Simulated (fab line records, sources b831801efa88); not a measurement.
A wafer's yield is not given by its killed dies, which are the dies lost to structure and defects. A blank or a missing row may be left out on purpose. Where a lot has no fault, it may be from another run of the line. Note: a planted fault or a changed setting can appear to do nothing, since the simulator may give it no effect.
fab line records -- flow sfqLine
record: lots: 6, wafers: 18, lastDay: 83
route steps=325 shown L0@4 L0V@16 M0@28
lots that met no fault: from a run of the same line without faults
startH: start of the lot's first displayed wafer, in hours after the record's first day -- waitH: hours from the lot's prior step to this one -- " the same as in the row above -- L1.1+2: several wafers, shown together as one row -- - no value present, or no start provided -- * or withheld: withheld -- < > ~ a bound
route shown NAME@n: a module of which the file shows steps, and the number in the route of the first -- usual: mean/standard deviation taken from wafers without a fault -- same: alike in all rows -- chamber/n: place in a boat -- sites: readings site by site -- _std_site: standard deviation across them -- _edge_site: mean of outer sites minus mean of inner sites -- radiusMm: for every site, how far away it sits from the centre of the wafer -- mask NAME#n: copy n -- behind: the most recent tool/chamber to have shaped the wafer -- hold: what put the lot on hold/how long, in hours/how the hold closed -- device: the transistor (n, p or np) that didn't switch -- end of line: tests of these same wafers at the route's end -- where a step has no rows: the recipe by itself -- killed: count of dies lost to structure and defects at first sort (not the wafer's yield) -- map: dies across one wafer; x = killed, . = not, _ = none there
set.NAME: the setting that was run; set.NAME@STEP: the one run at that earlier step -- model.NAME: the simulator's own value behind a step, which no gauge read
lots at some steps of the route; a table a step, a row a wafer
services: from which hour (startH, from the record's first day; less than 0 if before it) a tool's chamber was out of use, for how many hours, and why
== steps ==
step: SFQ_L0_RS_MEAS_901
recipe: thkMeasGauge: four-point-probe, reads: MoNx_KI_of_TRILAYER_L0_DEP_SPUTTER_003
usual: L0_MONX_KI_RS: 43.4/0.52
lot.wafer,tool,chamber,startH,waitH,L0_MONX_KI_RS[ohm/sq]
L705.3,filmMetro-03,-,17.60,0.1,43.8
L705.5,filmMetro-03,-,17.60,0.1,43.7
L705.6,filmMetro-03,-,17.60,0.1,44.1
L706.2,filmMetro-04,-,22.58,0.1,43.2
L706.5,filmMetro-04,-,22.58,0.1,43.0
L706.6,filmMetro-04,-,22.58,0.1,43.1
L716.1,filmMetro-03,-,72.56,0.0,43.1
L716.2,filmMetro-03,-,72.56,0.0,43.4
L716.4,filmMetro-03,-,72.56,0.0,43.2
L717.1,filmMetro-03,-,77.56,0.0,42.8
L717.5,filmMetro-03,-,77.56,0.0,42.9
L717.6,filmMetro-03,-,77.56,0.0,42.4
L719.2,filmMetro-04,-,87.58,0.1,43.2
L719.3,filmMetro-04,-,87.58,0.1,43.0
L719.5,filmMetro-04,-,87.58,0.1,43.2
L727.2,filmMetro-04,-,127.58,0.1,43.0
L727.5,filmMetro-04,-,127.58,0.1,43.2
L727.6,filmMetro-04,-,127.58,0.1,43.4
step: SFQ_L0_THK_MEAS_902
recipe: thkMeasGauge: xrf, reads: MoNx_KI_of_TRILAYER_L0_DEP_SPUTTER_003
usual: L0_MONX_KI_THK: 40.0/0.5
lot.wafer,tool,chamber,startH,waitH,L0_MONX_KI_THK[nm]
L705.3,filmMetro-03,-,17.70,0.1,39.5
L705.5,filmMetro-03,-,17.70,0.1,39.7
L705.6,filmMetro-03,-,17.70,0.1,39.3
L706.2,filmMetro-04,-,22.69,0.1,40.0
L706.5,filmMetro-04,-,22.69,0.1,40.3
L706.6,filmMetro-04,-,22.69,0.1,40.3
L716.1,filmMetro-03,-,72.68,0.1,40.0
L716.2,filmMetro-03,-,72.68,0.1,40.1
L716.4,filmMetro-03,-,72.68,0.1,40.2
L717.1,filmMetro-03,-,77.68,0.1,40.5
L717.5,filmMetro-03,-,77.68,0.1,40.4
L717.6,filmMetro-03,-,77.68,0.1,40.9
L719.2,filmMetro-04,-,87.69,0.1,40.1
L719.3,filmMetro-04,-,87.69,0.1,40.1
L719.5,filmMetro-04,-,87.69,0.1,40.2
L727.2,filmMetro-04,-,127.69,0.1,40.3
L727.5,filmMetro-04,-,127.69,0.1,40.1
L727.6,filmMetro-04,-,127.69,0.1,40.0
step: SFQ_TRILAYER_L0_LITHO_COAT_010
recipe: resist: BARC, spinRpm: 3000, resistThkNm: 62
step: SFQ_TRILAYER_L0_LITHO_COAT_005
recipe: resist: KrF, spinRpm: 3000, resistThkNm: 600
step: SFQ_TRILAYER_L0_LITHO_SOFTBAKE_009
recipe: tempC: withheld, timeS: withheld, resist: KrF
step: SFQ_TRILAYER_L0_LITHO_EXPOSE_006
recipe: maskId: L0, na: 0.6, sourceShape: conventional, sigmaOuter: 0.65, targetCdNm: 2000, doseMj: 14.4
step: SFQ_TRILAYER_L0_LITHO_PEB_008
recipe: pebTempC: 115, pebTimeS: 60, resist: KrF
step: SFQ_TRILAYER_L0_LITHO_DEVELOP_007
recipe: timeS: 60, resist: KrF
step: SFQ_TRILAYER_L0_BARC_OPEN_METAL_ETCH_010
recipe: maskMaterial: PR, chemistry: O2, targetDepthNm: 125, target: BARC, icpW: 600, biasW: 80, pressureMtorr: 10, timeS: 41.7
usual: drypumpMotorCurrentA: 5.8/0.56, oesProductAu: 0.685/0.0044
lot.wafer,tool,chamber,startH,waitH,drypumpMotorCurrentA,oesProductAu,rfHoursCounterH
L705.3,rieMetal-02,0,82.84,0.1,4.9,0.677,-
L705.5,rieMetal-02,1,82.84,0.1,6.0,0.679,-
L705.6,rieMetal-02,0,82.84,0.1,4.9,0.684,-
L706.2,rieMetal-01,0,91.22,0.1,5.9,0.687,78
L706.5,rieMetal-01,1,91.22,0.1,6.0,0.686,-
L706.6,rieMetal-01,0,91.22,0.1,5.9,0.687,-
L716.1,rieMetal-03,1,146.83,0.1,6.4,0.680,179
L716.2,rieMetal-03,1,146.83,0.1,6.4,0.681,-
L716.4,rieMetal-03,1,146.83,0.1,6.4,0.694,-
L717.1,rieMetal-02,0,153.00,0.1,4.8,0.684,165
L717.5,rieMetal-02,1,153.00,0.1,6.0,0.690,-
L717.6,rieMetal-02,0,153.00,0.1,4.8,0.690,-
L719.2,rieMetal-01,0,163.58,0.1,5.8,0.688,91
L719.3,rieMetal-01,1,163.58,0.1,6.0,0.684,-
L719.5,rieMetal-01,1,163.58,0.1,6.1,0.692,-
L727.2,rieMetal-03,1,215.79,0.1,6.4,0.694,-
L727.5,rieMetal-03,1,215.79,0.1,6.4,0.685,-
L727.6,rieMetal-03,1,215.79,0.1,6.4,0.678,-
step: SFQ_TRILAYER_L0_ETCH_METAL_ETCH_008
recipe: target: MoNx_KI, stopOn: SiO2, maskMaterial: PR, chemistry: SF6/O2, targetDepthNm: 50, icpW: 600, biasW: 80, pressureMtorr: 10, timeS: 25
usual: drypumpMotorCurrentA: 5.8/0.56, oesProductAu: 0.875/0.0075
lot.wafer,tool,chamber,startH,waitH,drypumpMotorCurrentA,oesProductAu,rfHoursCounterH
L705.3,rieMetal-02,0,82.89,0.0,4.8,0.875,-
L705.5,rieMetal-02,1,82.89,0.0,6.0,0.865,-
L705.6,rieMetal-02,0,82.89,0.0,4.8,0.866,-
L706.2,rieMetal-01,0,91.27,0.0,5.9,0.874,78
L706.5,rieMetal-01,1,91.27,0.0,6.0,0.879,-
L706.6,rieMetal-01,0,91.27,0.0,5.9,0.883,-
L716.1,rieMetal-03,1,146.95,0.1,6.5,0.881,179
L716.2,rieMetal-03,1,146.95,0.1,6.5,0.876,-
L716.4,rieMetal-03,1,146.95,0.1,6.5,0.882,-
L717.1,rieMetal-02,0,153.06,0.0,4.8,0.883,165
L717.5,rieMetal-02,1,153.06,0.0,6.0,0.879,-
L717.6,rieMetal-02,0,153.06,0.0,4.8,0.889,-
L719.2,rieMetal-01,0,163.64,0.0,5.9,0.877,91
L719.3,rieMetal-01,1,163.64,0.0,6.1,0.878,-
L719.5,rieMetal-01,1,163.64,0.0,6.1,0.877,-
L727.2,rieMetal-03,1,215.90,0.1,6.4,0.875,-
L727.5,rieMetal-03,1,215.90,0.1,6.4,0.875,-
L727.6,rieMetal-03,1,215.90,0.1,6.4,0.876,-
step: SFQ_TRILAYER_L0_STRIP_STRIP_009
recipe: gas: O2, powerW: 200, platenTempC: 40, overashFraction: 0.65, chemistry: O2, pressureMtorr: 50
step: SFQ_TRILAYER_L0_STRIP_SOLV_CLEAN_010
recipe: chemistry: NMP, tempC: 70, timeS: 600
step: SFQ_TRILAYER_L0_CAP_PECVD_011
recipe: material: SiO2, tempC: 150, timeS: 13.333, pressureTorr: 2.4, rfW: 183.3, precursor: SiH4/N2O, targetThkNm: 60
usual: heaterPowerW: 81/20, throttleValvePct: 24.1/0.97
lot.wafer,tool,chamber,startH,waitH,heaterPowerW,throttleValvePct,model.SiO2_of_TRILAYER_L0_CAP_PECVD_011.thkNm
L705.3,pecvd-04,2,83.70,0.0,107,23.3,59.54
L705.5,pecvd-04,1,83.70,0.0,114,23.7,60.55
L705.6,pecvd-04,2,83.70,0.0,111,23.3,60
L706.2,pecvd-04,2,92.10,0.0,110,23.4,60.3
L706.5,pecvd-04,2,92.10,0.0,109,23.4,60.6
L706.6,pecvd-04,0,92.10,0.0,49,24.2,60.58
L716.1,pecvd-03,1,148.42,0.0,89,23.4,59.95
L716.2,pecvd-03,2,148.42,0.0,78,24.5,60.42
L716.4,pecvd-03,2,148.42,0.0,82,24.3,54.59
L717.1,pecvd-03,2,154.06,0.0,76,24.5,59.3
L717.5,pecvd-03,0,154.06,0.0,51,22.9,55.73
L717.6,pecvd-03,2,154.06,0.0,76,24.6,60.09
L719.2,pecvd-04,2,164.46,0.0,101,23.5,59.71
L719.3,pecvd-04,0,164.46,0.0,55,24.0,59.9
L719.5,pecvd-04,2,164.46,0.0,101,23.7,60.65
L727.2,pecvd-03,2,217.36,0.0,79,24.7,58.97
L727.5,pecvd-03,1,217.36,0.0,75,23.8,60.56
L727.6,pecvd-03,2,217.36,0.0,81,25.1,59.59
step: SFQ_TRILAYER_L0_VIA_LITHO_COAT_018
recipe: resist: BARC, spinRpm: 3000, resistThkNm: 62
step: SFQ_TRILAYER_L0_VIA_LITHO_COAT_013
recipe: resist: KrF, spinRpm: 3000, resistThkNm: 650
step: SFQ_TRILAYER_L0_VIA_LITHO_SOFTBAKE_017
recipe: tempC: withheld, timeS: withheld, resist: KrF
step: SFQ_TRILAYER_L0_VIA_LITHO_EXPOSE_014
recipe: maskId: L0V, na: 0.6, sourceShape: conventional, sigmaOuter: 0.65, targetCdNm: 700, doseMj: 21.3
step: SFQ_TRILAYER_L0_VIA_LITHO_PEB_016
recipe: pebTempC: 115, pebTimeS: 60, resist: KrF
step: SFQ_TRILAYER_L0_VIA_LITHO_DEVELOP_015
recipe: timeS: 60, resist: KrF
step: SFQ_L0V_OVL_MEAS_903
usual: L0V_OVL: 1/4.3
lot.wafer,tool,chamber,startH,waitH,L0V_OVL[nm]
L705.3,overlay-01,-,160.00,0.1,2
L705.5,overlay-01,-,160.00,0.1,11
L705.6,overlay-01,-,160.00,0.1,3
L706.2,overlay-01,-,168.39,0.1,7
L706.5,overlay-01,-,168.39,0.1,1
L706.6,overlay-01,-,168.39,0.1,2
L716.1,overlay-01,-,231.37,0.1,-3
L716.2,overlay-01,-,231.37,0.1,2
L716.4,overlay-01,-,231.37,0.1,4
L717.1,overlay-02,-,239.77,0.1,8
L717.5,overlay-02,-,239.77,0.1,10
L717.6,overlay-02,-,239.77,0.1,-2
L719.2,overlay-01,-,248.91,0.1,-1
L719.3,overlay-01,-,248.91,0.1,-1
L719.5,overlay-01,-,248.91,0.1,-4
L727.2,overlay-02,-,299.31,0.1,5
L727.5,overlay-02,-,299.31,0.1,5
L727.6,overlay-02,-,299.31,0.1,3
step: SFQ_TRILAYER_L0_VIA_BARC_OPEN_VIA_ETCH_021
recipe: maskMaterial: PR, chemistry: O2, targetDepthNm: 125, target: BARC, sourceW: 500, biasW: 80, pressureMtorr: 30, timeS: 41.7
usual: drypumpMotorCurrentA: 5.7/0.49, oesProductAu: 0.685/0.0051
lot.wafer,tool,chamber,startH,waitH,drypumpMotorCurrentA,oesProductAu,rfHoursCounterH
L705.3,rieDiel-02,0,160.02,0.0,4.8,0.683,128
L705.5,rieDiel-02,3,160.02,0.0,6.2,0.684,-
L705.6,rieDiel-02,2,160.02,0.0,5.3,0.681,-
L706.2,rieDiel-02,0,168.42,0.0,4.8,0.696,128
L706.5,rieDiel-02,0,168.42,0.0,4.8,0.685,-
L706.6,rieDiel-02,3,168.42,0.0,6.2,0.691,-
L716.1,rieDiel-03,2,231.40,0.0,6.1,0.695,89
L716.2,rieDiel-03,0,231.40,0.0,5.1,0.688,5
L716.4,rieDiel-03,3,231.40,0.0,6.2,0.694,77
L717.1,rieDiel-02,3,239.80,0.0,6.1,0.682,27
L717.5,rieDiel-02,3,239.80,0.0,6.2,0.689,-
L717.6,rieDiel-02,2,239.80,0.0,5.3,0.681,-
L719.2,rieDiel-04,3,248.94,0.0,5.6,0.683,3
L719.3,rieDiel-04,0,248.94,0.0,5.5,0.695,2
L719.5,rieDiel-04,1,248.94,0.0,6.3,0.682,-
L727.2,rieDiel-04,2,299.34,0.0,6.2,0.687,95
L727.5,rieDiel-04,0,299.34,0.0,5.5,0.694,-
L727.6,rieDiel-04,2,299.34,0.0,6.2,0.686,-
step: SFQ_TRILAYER_L0_VIA_ETCH_VIA_ETCH_016
recipe: target: SiO2, stopOn: MoNx_KI, maskMaterial: PR, chemistry: CHF3, targetDepthNm: 80, sourceW: 500, biasW: 80, pressureMtorr: 30, timeS: withheld
usual: drypumpMotorCurrentA: 5.7/0.49, oesProductAu: 0.844/0.0073
lot.wafer,tool,chamber,startH,waitH,drypumpMotorCurrentA,oesProductAu,model.etch.depthNm,model.L0V.featureDepthNm
L705.3,rieDiel-02,0,160.06,0.0,4.8,0.840,59.54,59.54
L705.5,rieDiel-02,3,160.06,0.0,6.1,0.848,60.55,60.55
L705.6,rieDiel-02,2,160.06,0.0,5.3,0.844,60,60
L706.2,rieDiel-02,0,168.46,0.0,4.8,0.849,60.3,60.3
L706.5,rieDiel-02,0,168.46,0.0,4.8,0.841,60.6,60.6
L706.6,rieDiel-02,3,168.46,0.0,6.1,0.844,60.58,60.58
L716.1,rieDiel-03,2,231.44,0.0,6.1,0.852,59.95,59.95
L716.2,rieDiel-03,0,231.44,0.0,5.2,0.842,60.42,60.42
L716.4,rieDiel-03,3,231.44,0.0,6.2,0.810,54.59,54.59
L717.1,rieDiel-02,3,239.84,0.0,6.1,0.841,59.3,59.3
L717.5,rieDiel-02,3,239.84,0.0,6.2,0.816,55.73,55.73
L717.6,rieDiel-02,2,239.84,0.0,5.2,0.850,60.09,60.09
L719.2,rieDiel-04,3,248.98,0.0,5.6,0.841,59.71,59.71
L719.3,rieDiel-04,0,248.98,0.0,5.4,0.838,59.9,59.9
L719.5,rieDiel-04,1,248.98,0.0,6.3,0.851,60.65,60.65
L727.2,rieDiel-04,2,299.38,0.0,6.2,0.831,58.97,58.97
L727.5,rieDiel-04,0,299.38,0.0,5.4,0.849,60.56,60.56
L727.6,rieDiel-04,2,299.38,0.0,6.2,0.842,59.59,59.59
step: SFQ_TRILAYER_L0_VIA_STRIP_STRIP_017
recipe: gas: O2, powerW: 200, platenTempC: 40, overashFraction: 0.65, chemistry: O2, pressureMtorr: 50
usual: drypumpMotorCurrentA: 6.0/0.47, oesProductAu: 0.995/0.0097
lot.wafer,tool,chamber,startH,waitH,drypumpMotorCurrentA,oesProductAu,rfHoursCounterH
L705.3,rieMetal-03,1,160.51,-,6.4,0.985,-
L705.5,rieMetal-03,1,160.51,-,6.4,0.978,-
L705.6,rieMetal-03,1,160.51,-,6.4,0.977,-
L706.2,rieMetal-03,1,168.71,-,6.4,0.978,-
L706.5,rieMetal-03,1,168.71,-,6.4,0.972,-
L706.6,rieMetal-03,1,168.71,-,6.5,0.975,-
L716.1,rieMetal-04,0,231.49,-,6.2,0.999,115
L716.2,rieMetal-04,1,231.49,-,5.1,1.004,75
L716.4,rieMetal-04,0,231.49,-,6.2,1.012,-
L717.1,rieMetal-04,1,239.89,-,5.0,1.011,76
L717.5,rieMetal-04,0,239.89,-,6.2,1.004,-
L717.6,rieMetal-04,1,239.89,-,5.0,1.006,-
L719.2,rieMetal-03,1,249.23,-,6.5,0.983,-
L719.3,rieMetal-03,1,249.23,-,6.4,0.984,-
L719.5,rieMetal-03,1,249.23,-,6.5,0.983,-
L727.2,rieMetal-03,0,299.63,-,6.3,0.986,-
L727.5,rieMetal-03,0,299.63,-,6.3,0.982,-
L727.6,rieMetal-03,0,299.63,-,6.3,0.991,-
step: SFQ_TRILAYER_L0_VIA_STRIP_SOLV_CLEAN_018
recipe: chemistry: NMP, tempC: 70, timeS: 600
step: SFQ_TRILAYER_M0_DEP_PRE_CLEAN_020
recipe: gas: Ar, timeS: 15, biasV: 250
usual: biasV: 250.0/2.3
lot.wafer,tool,chamber,startH,waitH,biasV,model.SiO2_of_TRILAYER_L0_CAP_PECVD_011.thkNm
L705.3,pvdSputter-03,-,161.50,0.0,254.0,54.54
L705.5,pvdSputter-03,-,161.50,0.0,249.5,55.55
L705.6,pvdSputter-03,-,161.50,0.0,252.4,55
L706.2,pvdSputter-05,-,169.88,0.0,249.1,55.3
L706.5,pvdSputter-05,-,169.88,0.0,249.8,55.61
L706.6,pvdSputter-05,-,169.88,0.0,246.2,55.58
L716.1,pvdSputter-04,-,232.27,0.0,249.3,54.96
L716.2,pvdSputter-04,-,232.27,0.0,250.8,55.42
L716.4,pvdSputter-04,-,232.27,0.0,254.3,49.6
L717.1,pvdSputter-04,-,240.67,0.0,252.3,54.3
L717.5,pvdSputter-04,-,240.67,0.0,252.2,50.73
L717.6,pvdSputter-04,-,240.67,0.0,249.7,55.09
L719.2,pvdSputter-05,-,250.40,0.0,249.6,54.71
L719.3,pvdSputter-05,-,250.40,0.0,250.2,54.9
L719.5,pvdSputter-05,-,250.40,0.0,250.7,55.65
L727.2,pvdSputter-03,-,300.82,0.0,252.5,53.97
L727.5,pvdSputter-03,-,300.82,0.0,249.7,55.56
L727.6,pvdSputter-03,-,300.82,0.0,251.4,54.59
step: SFQ_TRILAYER_M0_DEP_SPUTTER_019
recipe: material: Nb, basePressurePa: 1.33e-06, chamberPressurePa: 0.1333, substrateTempC: 20, resputterCathodeVoltageV: 400, targetThkNm: 200, powerW: 2000, timeS: 133.3
usual: cathodeDcPowerW: 2000.0/0.32, throttleValvePct: 30.2/0.93
lot.wafer,tool,chamber,startH,waitH,cathodeDcPowerW,throttleValvePct
L705.3,pvdSputter-03,-,161.52,0.0,1999.8,29.2
L705.5,pvdSputter-03,-,161.52,0.0,2000.2,29.4
L705.6,pvdSputter-03,-,161.52,0.0,2000.0,31.5
L706.2,pvdSputter-05,-,169.91,0.0,1999.7,30.2
L706.5,pvdSputter-05,-,169.91,0.0,1999.9,31.2
L706.6,pvdSputter-05,-,169.91,0.0,2000.2,30.0
L716.1,pvdSputter-04,-,232.29,0.0,1999.7,29.5
L716.2,pvdSputter-04,-,232.29,0.0,2000.0,31.8
L716.4,pvdSputter-04,-,232.29,0.0,1999.5,30.7
L717.1,pvdSputter-04,-,240.69,0.0,2000.1,29.0
L717.5,pvdSputter-04,-,240.69,0.0,1999.8,29.3
L717.6,pvdSputter-04,-,240.69,0.0,1999.9,32.0
L719.2,pvdSputter-05,-,250.43,0.0,2000.2,30.0
L719.3,pvdSputter-05,-,250.43,0.0,2000.2,29.8
L719.5,pvdSputter-05,-,250.43,0.0,2000.3,29.0
L727.2,pvdSputter-03,-,300.84,0.0,1999.3,30.9
L727.5,pvdSputter-03,-,300.84,0.0,2000.6,30.5
L727.6,pvdSputter-03,-,300.84,0.0,1999.5,30.7
== services ==
tool,chamber,startH,hours,kind
pvdSputter-04,-,79.07,2.7,repair
rieDiel-02,2,80.40,8.7,repair
rieMetal-03,0,102.60,143.8,repair
rieDiel-03,1,103.54,21.3,repair
rieMetal-01,-,112.10,2.8,pm
pvdSputter-03,-,134.98,2.4,repair
pvdSputter-04,-,145.21,2.6,repair
pvdSputter-05,-,160.48,3.0,repair
pecvd-04,2,173.60,18.4,repair
pecvd-03,-,176.44,0.4,repair
pvdSputter-03,-,181.83,0.6,repair
pvdSputter-03,-,194.26,1.2,repair
pecvd-04,-,205.41,0.8,repair
rieMetal-02,1,211.05,1.7,repair
rieMetal-01,1,216.92,7.1,repair
rieMetal-02,-,227.32,28.1,pm
rieMetal-01,-,235.00,0.5,repair
rieDiel-02,-,247.11,0.3,repair
pvdSputter-04,-,261.08,1.4,repair
rieMetal-03,0,273.31,14.8,repair
pecvd-04,-,277.77,0.8,pm
rieMetal-03,1,282.83,11.1,repair
pvdSputter-03,-,285.35,2.5,repair
rieDiel-04,3,297.95,3.9,repair
== key ==
firstSign: step: SFQ_TRILAYER_L0_VIA_ETCH_VIA_ETCH_016, reading: oesProductAu, direction: down, sigmas: 4.2, usual: 0.844, struck: 0.813
effect none on later readings
modelEffect: step: SFQ_TRILAYER_L0_CAP_PECVD_011, value: SiO2_of_TRILAYER_L0_CAP_PECVD_011.thkNm, without: 60.32, struck: 55.16
modelEffect: step: SFQ_TRILAYER_L0_VIA_ETCH_VIA_ETCH_016, value: etch.depthNm, without: 60.32, struck: 55.16
modelEffect: step: SFQ_TRILAYER_M0_DEP_PRE_CLEAN_020, value: SiO2_of_TRILAYER_L0_CAP_PECVD_011.thkNm, without: 55.32, struck: 50.16
metAt SFQ_TRILAYER_L0_CAP_PECVD_011
struckWafers L716.4,L717.5
fault: kind: processParameterDrift, tool: pecvd-03, chamber: -, onsetH: 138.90, steps: SFQ_TRILAYER_L0_CAP_PECVD_011, channel: targetThkNm, offset: -5.114, shape: step, endH: 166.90, scope: struckWafersOnly, actsIn: theseRecipesOnly, stated: 60
